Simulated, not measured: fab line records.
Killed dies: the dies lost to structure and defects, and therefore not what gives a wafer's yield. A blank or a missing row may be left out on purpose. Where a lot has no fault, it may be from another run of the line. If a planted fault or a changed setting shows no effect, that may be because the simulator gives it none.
Struck lot and sound lot, side by side ; flow sky130 ; 15 out of 708 route steps
Sound: these wafers, L661.1, L661.3, L661.5. The struck wafers were L670.2, L670.3, L670.4. The cause is named last.
Each step with rows lists, per side, the tool, then ch with its chambers, then its first start. Under that, the readings that differ: sound wafers ; struck wafers ; difference of the means ; sigmas: that difference in standard deviations of wafers without a fault.
alike: words and numbers the same on both sides, and readings whose means are apart by under 2 such deviations; not compared: readings that were withheld, readings missing a value for some wafer, numbers with overlapping values and no deviation given by the record, and bounds like >300 which may hide the same value.
Wherever a step has rows on one side only, a row that says differs or no value, or a row with sigmas, the two part there. Numbers that have no deviation but don't overlap get no sigmas and don't part them. A reading that every wafer of one side lacks parts them only if that side has two wafers or more.

first, 8 steps without rows for these wafers: SKY_LOCAL_INTERCONNECT_DEHYDRATE_03 (time 60 s); SKY_LOCAL_INTERCONNECT_HMDS_04 (prime time 60 s); SKY_LOCAL_INTERCONNECT_COAT_05 (resist thk 59.36 nm); SKY_LOCAL_INTERCONNECT_COAT_06 (resist thk 450 nm); SKY_LOCAL_INTERCONNECT_SOFTBAKE_07 (time 90 s); SKY_LOCAL_INTERCONNECT_EXPOSE_08 (exposes mask LI1M, target cd 170 nm); SKY_LOCAL_INTERCONNECT_PEB_09; SKY_LOCAL_INTERCONNECT_DEVELOP_10 (develop time 60 s).
SKY_LOCAL_INTERCONNECT_CD_MEAS_11: target cd 170 nm.
  sound on cd sem-01, day 32 21:35; struck on cd sem-01, day 35 04:04
reading;sound;struck;difference;sigmas
cd nm (nm);167.9 168.2 168.2;171.1 171.5 171.5;+3.3;+3
SKY_LOCAL_INTERCONNECT_OVL_MEAS_12:
  sound on overlay-01, day 32 21:43; struck on overlay-02, day 35 04:10
  alike: LOCAL_INTERCONNECT_OVL
SKY_LOCAL_INTERCONNECT_ETCH_13: etches BARC in N2/H2, stops on SiO2, time 45.9 s, target depth 60 nm.
  sound on rie metal-03 ch 0,1, day 32 21:45; struck on rie metal-02 ch 0, day 35 04:13
reading;sound;struck;difference;sigmas
n2 flow sccm (sccm);99.54 99.52 100.08;100.63 100.37 100.08;+0.65;+2
  alike: drypump motor current A, oes product au, throttle valve pct
  not compared: rf hours counter h
SKY_LOCAL_INTERCONNECT_METAL_ETCH_14: etches TiN in Cl2/BCl3, stops on PSG, target depth 110 nm, time 31.4 s.
  sound on rie metal-03 ch 0,1, day 32 21:49; struck on rie metal-02 ch 0, day 35 04:20
  alike: drypump motor current A, oes product au, throttle valve pct
  not compared: rf hours counter h
SKY_LOCAL_INTERCONNECT_STRIP_15: strips in O2/N2.
  sound on plasma asher-01 ch 0,1, day 32 21:52; struck on plasma asher-01 ch 0,1, day 35 04:26
reading;sound;struck;difference;sigmas
overash fraction;0.5 0.5 0.5;0.7 0.7 0.7;+0.2;
  alike: drypump motor current A, n2 flow sccm, oes product au, strip time to endpoint s
  not compared: rf hours counter h
then, 1 step without rows for these wafers: SKY_LOCAL_INTERCONNECT_STRIP_16 (strips in post etch residue remover, time 1200 s).
-- a jump in the record: the struck wafers' starts before and after are 14 days apart (it breaks off in module LOCAL_INTERCONNECT and resumes in module PAD_OPEN, where the first step shown is number 708 of the route) --
SKY_PAD_OPEN_PROBE_99:
  sound on prober-01, day 47 18:49; struck on prober-02, day 49 07:17
  alike: killed_at_M0_to_M3, killed_at_M4_up, killed at contacts, killed at front end, killed at other, killed dies, killed open, killed short

== WHERE THEY PART ==
Last at SKY_LOCAL_INTERCONNECT_ETCH_13 as far as this record goes, first at SKY_LOCAL_INTERCONNECT_CD_MEAS_11. Later steps at which nothing parts them and some readings are alike: SKY_LOCAL_INTERCONNECT_METAL_ETCH_14, SKY_LOCAL_INTERCONNECT_STRIP_15, SKY_PAD_OPEN_PROBE_99.

WHY: whatever the simulator had introduced
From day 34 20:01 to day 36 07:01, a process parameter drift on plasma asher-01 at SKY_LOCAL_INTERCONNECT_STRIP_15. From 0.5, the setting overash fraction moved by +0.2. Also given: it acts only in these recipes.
